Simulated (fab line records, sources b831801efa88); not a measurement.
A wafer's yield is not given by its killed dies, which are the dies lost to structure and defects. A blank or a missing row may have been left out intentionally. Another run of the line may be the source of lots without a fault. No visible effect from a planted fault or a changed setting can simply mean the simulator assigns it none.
fab line records + flow gf180mcu + part 2 of 2: steps 23 to 30 of 30
record
- lots=5
- wafers=15
- last-day=33
route steps=602 shown NWELL@47 LVPWELL@54 MVSD@66
lots with no fault: from the same line, run without faults
start-h: hours from the record's first day to the start of the lot's first wafer shown + wait-h: hours since the lot's step before + " same as the row above + L1.1+2: a single row standing in for several wafers + - value missing, or start not given + * or withheld: withheld + < > ~ a bound
route shown NAME@n: a module of which the file shows steps, and the number in the route of the first + usual: the fault-free wafers' mean and standard deviation + same: alike in all rows + chamber/n: place in a boat + sites: per-site readings + _std_site: standard deviation of those values + _edge_site: the outer-site mean with the inner-site mean subtracted + radius-mm: how far each site lies from the wafer's centre + mask NAME#n: copy n + behind: tool/chamber where the wafer was last shaped + hold: the reason the lot was held/the length of the hold in hours/how it ended + device: transistor that didn't switch, given as n, p or np + end of line: the same wafers' tests at the end of the route + where a step has no rows: the recipe by itself + killed: not the wafer's yield, but the dies lost to structure and defects at the first sort + map: dies across one wafer; x = killed, . = not, _ = none there
set.NAME: the setting as run; set.NAME@STEP: as run at that earlier step + model.NAME: the simulator's own value behind a step, which no gauge read
lots at selected steps of the route; one table per step, one row per wafer
services: the hour from which a tool's chamber was out of use, counted from the record's first day as start-h (under 0 if before that day), plus the number of hours and why
## steps
# step GF_MVSD_SOFTBAKE_03
# recipe
- temp-c=110
- time-s=withheld
# usual
- chill-plate-temp-C=22.99/0.1
- resist-line-temp-C=22.99/0.095
| lot.wafer | tool           | chamber | start-h | wait-h | chill-plate-temp-C | resist-line-temp-C |
|-----------|----------------|---------|---------|--------|--------------------|--------------------|
| L077.1    | litho-track-04 | 0       | 93.67   | 0.1    | 23.07              | 23.03              |
| L077.3    | "              | 0       | "       | "      | 22.80              | 23.07              |
| L077.4    | "              | 0       | "       | "      | 23.07              | 23.00              |
| L079.3    | litho-track-03 | 0       | 104.13  | 0.1    | 22.92              | 22.98              |
| L079.4    | "              | 0       | "       | "      | 23.05              | 22.97              |
| L079.6    | "              | 0       | "       | "      | 22.94              | 22.90              |
| L083.1    | litho-track-03 | 0       | 127.47  | 0.1    | 23.01              | 22.89              |
| L083.2    | "              | 0       | "       | "      | 22.87              | 22.99              |
| L083.5    | "              | 0       | "       | "      | 22.93              | 23.04              |
| L084.1    | litho-track-03 | 0       | 131.62  | 0.1    | 22.90              | 22.81              |
| L084.3    | "              | 0       | "       | "      | 22.94              | 22.97              |
| L084.6    | "              | 0       | "       | "      | 22.86              | 23.06              |
| L091.4    | litho-track-03 | 0       | 173.02  | 0.1    | 23.18              | 23.07              |
| L091.5    | "              | 0       | "       | "      | 23.01              | 22.97              |
| L091.6    | "              | 0       | "       | "      | 23.13              | 23.02              |
# step GF_MVSD_EXPOSE_04
# recipe
- mask-id=MVSD
- target-cd-nm=1000
- na=0.6
- source-shape=conventional
- sigma-outer=0.6
- dose-mj=260
# usual
- focus-offset-nm=0.0/0.52
# same
- sigma-outer=0.6
| lot.wafer | tool             | chamber | start-h | wait-h | mask   | focus-offset-nm |
|-----------|------------------|---------|---------|--------|--------|-----------------|
| L077.1    | iline-stepper-02 | 0       | -       | -      | MVSD#0 | -0.4            |
| L077.3    | "                | 0       | "       | "      | MVSD#0 | 0.3             |
| L077.4    | "                | 0       | "       | "      | MVSD#0 | -0.4            |
| L079.3    | iline-stepper-01 | 0       | -       | -      | MVSD#0 | 0.0             |
| L079.4    | "                | 0       | "       | "      | MVSD#0 | -0.5            |
| L079.6    | "                | 0       | "       | "      | MVSD#0 | 0.1             |
| L083.1    | iline-stepper-02 | 0       | -       | -      | MVSD#0 | 0.3             |
| L083.2    | "                | 0       | "       | "      | MVSD#0 | -0.5            |
| L083.5    | "                | 0       | "       | "      | MVSD#0 | -0.1            |
| L084.1    | iline-stepper-01 | 0       | -       | -      | MVSD#0 | 0.3             |
| L084.3    | "                | 0       | "       | "      | MVSD#0 | 0.2             |
| L084.6    | "                | 0       | "       | "      | MVSD#0 | 0.2             |
| L091.4    | iline-stepper-01 | 0       | -       | -      | MVSD#0 | -0.1            |
| L091.5    | "                | 0       | "       | "      | MVSD#0 | -0.2            |
| L091.6    | "                | 0       | "       | "      | MVSD#0 | -0.1            |
# step GF_MVSD_PEB_05
# recipe
- temp-c=115
- time-s=withheld
# usual
- chill-plate-temp-C=23.01/0.11
- resist-line-temp-C=22.98/0.1
| lot.wafer | tool           | chamber | start-h | wait-h | chill-plate-temp-C | resist-line-temp-C |
|-----------|----------------|---------|---------|--------|--------------------|--------------------|
| L077.1    | litho-track-03 | 0       | -       | -      | 23.05              | 23.10              |
| L077.3    | "              | 0       | "       | "      | 23.13              | 23.02              |
| L077.4    | "              | 0       | "       | "      | 22.92              | 22.84              |
| L079.3    | litho-track-03 | 0       | -       | -      | 23.12              | 22.97              |
| L079.4    | "              | 0       | "       | "      | 23.00              | 22.87              |
| L079.6    | "              | 0       | "       | "      | 22.97              | 22.81              |
| L083.1    | litho-track-03 | 0       | -       | -      | 22.85              | 22.79              |
| L083.2    | "              | 0       | "       | "      | 23.06              | 22.91              |
| L083.5    | "              | 0       | "       | "      | 23.03              | 22.93              |
| L084.1    | litho-track-04 | 0       | -       | -      | 23.06              | 22.73              |
| L084.3    | "              | 0       | "       | "      | 22.92              | 23.03              |
| L084.6    | "              | 0       | "       | "      | 22.96              | 23.10              |
| L091.4    | litho-track-03 | 0       | -       | -      | 23.01              | 23.07              |
| L091.5    | "              | 0       | "       | "      | 23.09              | 23.03              |
| L091.6    | "              | 0       | "       | "      | 22.94              | 23.01              |
# step GF_MVSD_DEVELOP_06
# recipe
- wall-angle-deg=90
- develop-time-s=60
- dev-temp-c=23
# usual
- chill-plate-temp-C=23.01/0.095
- resist-line-temp-C=23.00/0.092
| lot.wafer | tool           | chamber | start-h | wait-h | chill-plate-temp-C | resist-line-temp-C |
|-----------|----------------|---------|---------|--------|--------------------|--------------------|
| L077.1    | litho-track-03 | 0       | -       | -      | 23.19              | 23.04              |
| L077.3    | "              | 0       | "       | "      | 23.27              | 22.98              |
| L077.4    | "              | 0       | "       | "      | 23.09              | 23.00              |
| L079.3    | litho-track-03 | 0       | -       | -      | 23.10              | 23.12              |
| L079.4    | "              | 0       | "       | "      | 23.08              | 23.02              |
| L079.6    | "              | 0       | "       | "      | 23.12              | 23.06              |
| L083.1    | litho-track-03 | 0       | -       | -      | 22.81              | 22.89              |
| L083.2    | "              | 0       | "       | "      | 23.05              | 22.97              |
| L083.5    | "              | 0       | "       | "      | 23.12              | 22.96              |
| L084.1    | litho-track-04 | 0       | -       | -      | 22.95              | 23.01              |
| L084.3    | "              | 0       | "       | "      | 22.88              | 22.90              |
| L084.6    | "              | 0       | "       | "      | 22.92              | 22.91              |
| L091.4    | litho-track-03 | 0       | -       | -      | 23.03              | 23.09              |
| L091.5    | "              | 0       | "       | "      | 22.81              | 22.87              |
| L091.6    | "              | 0       | "       | "      | 23.09              | 22.94              |
# step GF_MVSD_OVL_MEAS_07
# usual
- MVSD_OVL=-0.9/1.4
| lot.wafer | tool       | chamber | start-h | wait-h | MVSD_OVL[nm] |
|-----------|------------|---------|---------|--------|--------------|
| L077.1    | overlay-01 | -       | 100.67  | -      | -0.8         |
| L077.3    | "          | -       | "       | "      | -0.7         |
| L077.4    | "          | -       | "       | "      | -1.2         |
| L079.3    | overlay-02 | -       | 111.33  | -      | -0.7         |
| L079.4    | "          | -       | "       | "      | -1.8         |
| L079.6    | "          | -       | "       | "      | -2.1         |
| L083.1    | overlay-01 | -       | 134.32  | -      | 0.9          |
| L083.2    | "          | -       | "       | "      | 1.1          |
| L083.5    | "          | -       | "       | "      | -0.1         |
| L084.1    | overlay-02 | -       | 138.87  | -      | -2.3         |
| L084.3    | "          | -       | "       | "      | -0.4         |
| L084.6    | "          | -       | "       | "      | -1.3         |
| L091.4    | overlay-02 | -       | 181.23  | -      | -2.7         |
| L091.5    | "          | -       | "       | "      | -2.0         |
| L091.6    | "          | -       | "       | "      | -1.9         |
# step GF_MVSD_IMPLANT_08
# recipe
- species=P
- energy-kev=400
- dose-cm2=1.6e+13
- tilt-deg=0
# usual
- dose-ions-cm2=1.5999e+13/1.7e+10
# same
- implant-ion-amu=31
| lot.wafer | tool         | chamber | start-h | wait-h | dose-ions-cm2 |
|-----------|--------------|---------|---------|--------|---------------|
| L077.1    | implanter-02 | 0       | 100.70  | 0.0    | 1.6002e+13    |
| L077.3    | "            | 0       | "       | "      | 1.5996e+13    |
| L077.4    | "            | 0       | "       | "      | 1.6002e+13    |
| L079.3    | implanter-01 | 0       | 111.40  | 0.1    | 1.5979e+13    |
| L079.4    | "            | 0       | "       | "      | 1.6016e+13    |
| L079.6    | "            | 0       | "       | "      | 1.5993e+13    |
| L083.1    | implanter-01 | 0       | 134.35  | 0.0    | 1.5985e+13    |
| L083.2    | "            | 0       | "       | "      | 1.6009e+13    |
| L083.5    | "            | 0       | "       | "      | 1.5983e+13    |
| L084.1    | implanter-02 | 0       | 138.90  | 0.0    | 1.6007e+13    |
| L084.3    | "            | 0       | "       | "      | 1.6006e+13    |
| L084.6    | "            | 0       | "       | "      | 1.599e+13     |
| L091.4    | implanter-01 | 0       | 181.33  | 0.1    | 1.5983e+13    |
| L091.5    | "            | 0       | "       | "      | 1.6002e+13    |
| L091.6    | "            | 0       | "       | "      | 1.5999e+13    |
# step GF_MVSD_IMPLANT_09
# recipe
- species=P
- energy-kev=100
- dose-cm2=5e+12
- tilt-deg=0
# usual
- dose-ions-cm2=5e+12/5.6e+09
# same
- implant-ion-amu=31
| lot.wafer | tool         | chamber | start-h | wait-h | dose-ions-cm2 |
|-----------|--------------|---------|---------|--------|---------------|
| L077.1    | implanter-02 | 0       | 100.85  | 0.1    | 4.998e+12     |
| L077.3    | "            | 0       | "       | "      | 5.004e+12     |
| L077.4    | "            | 0       | "       | "      | 5.001e+12     |
| L079.3    | implanter-01 | 0       | 111.55  | 0.1    | 5e+12         |
| L079.4    | "            | 0       | "       | "      | 4.995e+12     |
| L079.6    | "            | 0       | "       | "      | 5.003e+12     |
| L083.1    | implanter-01 | 0       | 134.50  | 0.1    | 5e+12         |
| L083.2    | "            | 0       | "       | "      | 4.989e+12     |
| L083.5    | "            | 0       | "       | "      | 4.988e+12     |
| L084.1    | implanter-02 | 0       | 139.05  | 0.1    | 4.995e+12     |
| L084.3    | "            | 0       | "       | "      | 4.998e+12     |
| L084.6    | "            | 0       | "       | "      | 4.993e+12     |
| L091.4    | implanter-01 | 0       | 181.48  | 0.1    | 4.999e+12     |
| L091.5    | "            | 0       | "       | "      | 4.996e+12     |
| L091.6    | "            | 0       | "       | "      | 5.001e+12     |
# step GF_MVSD_STRIP_10
# recipe
- chemistry=O2/N2
- power-w=1400
- pressure-mtorr=1500
- platen-temp-c=250
- o2-flow-sccm=3000
- n2-flow-sccm=300
- overash-fraction=0.5
# usual
- drypump-motor-current-A=5.9/0.33
- heater-power-w=310/40
- o2-flow-sccm=3001/9.6
- oes-product-au=0.723/0.0045
- strip-time-to-endpoint-s=36.95/0.094
# same
- overash-fraction=0.5
| lot.wafer | tool            | chamber | start-h | wait-h | drypump-motor-current-A | heater-power-w | o2-flow-sccm | oes-product-au | rf-hours-counter-h | strip-time-to-endpoint-s |
|-----------|-----------------|---------|---------|--------|-------------------------|----------------|--------------|----------------|--------------------|--------------------------|
| L077.1    | plasma-asher-01 | 1       | 101.00  | 0.1    | 6.2                     | 275            | 3011         | 0.722          | 44                 | 37.06                    |
| L077.3    | "               | 0       | "       | "      | 6.0                     | 281            | 3007         | 0.730          | -                  | 36.94                    |
| L077.4    | "               | 1       | "       | "      | 6.2                     | 268            | 3020         | 0.725          | -                  | 36.97                    |
| L079.3    | plasma-asher-04 | 0       | 111.69  | 0.1    | 5.2                     | 369            | 2983         | 0.720          | -                  | 37.08                    |
| L079.4    | "               | 1       | "       | "      | 5.8                     | 290            | 3006         | 0.724          | -                  | 37.08                    |
| L079.6    | "               | 1       | "       | "      | 5.8                     | 291            | 2997         | 0.719          | -                  | 37.02                    |
| L083.1    | plasma-asher-01 | 0       | 134.65  | 0.1    | 6.1                     | 283            | 2998         | 0.724          | 48                 | 36.95                    |
| L083.2    | "               | 1       | "       | "      | 6.2                     | 265            | 2997         | 0.727          | 48                 | 36.88                    |
| L083.5    | "               | 0       | "       | "      | 6.0                     | 288            | 2996         | 0.723          | -                  | 36.99                    |
| L084.1    | plasma-asher-02 | 0       | 139.20  | 0.1    | 6.1                     | 350            | 2990         | 0.730          | 2                  | 36.82                    |
| L084.3    | "               | 0       | "       | "      | 6.1                     | 347            | 2987         | 0.726          | -                  | 36.95                    |
| L084.6    | "               | 1       | "       | "      | 5.6                     | 340            | 3003         | 0.721          | -                  | 36.90                    |
| L091.4    | plasma-asher-02 | 0       | 181.59  | 0.1    | 6.1                     | 352            | 3002         | 0.722          | -                  | 36.86                    |
| L091.5    | "               | 1       | "       | "      | 5.6                     | 350            | 3000         | 0.728          | -                  | 37.01                    |
| L091.6    | "               | 0       | "       | "      | 6.1                     | 353            | 3001         | 0.723          | -                  | 36.79                    |
## services
| tool             | chamber | start-h | hours | kind        |
|------------------|---------|---------|-------|-------------|
| plasma-asher-01  | -       | 53.70   | 2.3   | repair      |
| plasma-asher-04  | -       | 77.99   | 1.7   | repair      |
| plasma-asher-03  | -       | 97.82   | 5.0   | repair      |
| implanter-03     | -       | 100.27  | 0.5   | repair      |
| iline-stepper-02 | -       | 100.74  | 6.3   | repair      |
| implanter-02     | -       | 101.02  | 4.5   | pm          |
| iline-stepper-02 | 0       | 108.05  | -     | calibration |
| plasma-asher-02  | -       | 108.75  | 9.0   | pm          |
| plasma-asher-02  | 0       | 108.75  | 9.0   | vent-cycle  |
| plasma-asher-02  | 1       | 108.75  | 9.0   | vent-cycle  |
| iline-stepper-02 | -       | 116.91  | 1.7   | pm          |
| plasma-asher-02  | 0       | 117.75  | -     | clean       |
| plasma-asher-02  | 1       | 117.75  | -     | clean       |
| implanter-03     | -       | 122.41  | 7.1   | pm          |
| implanter-02     | -       | 156.40  | 3.3   | repair      |
| implanter-01     | -       | 159.61  | 5.5   | pm          |
| iline-stepper-01 | -       | 163.26  | 1.7   | pm          |
| iline-stepper-01 | -       | 167.20  | 0.8   | repair      |
| plasma-asher-03  | -       | 180.49  | 1.7   | repair      |
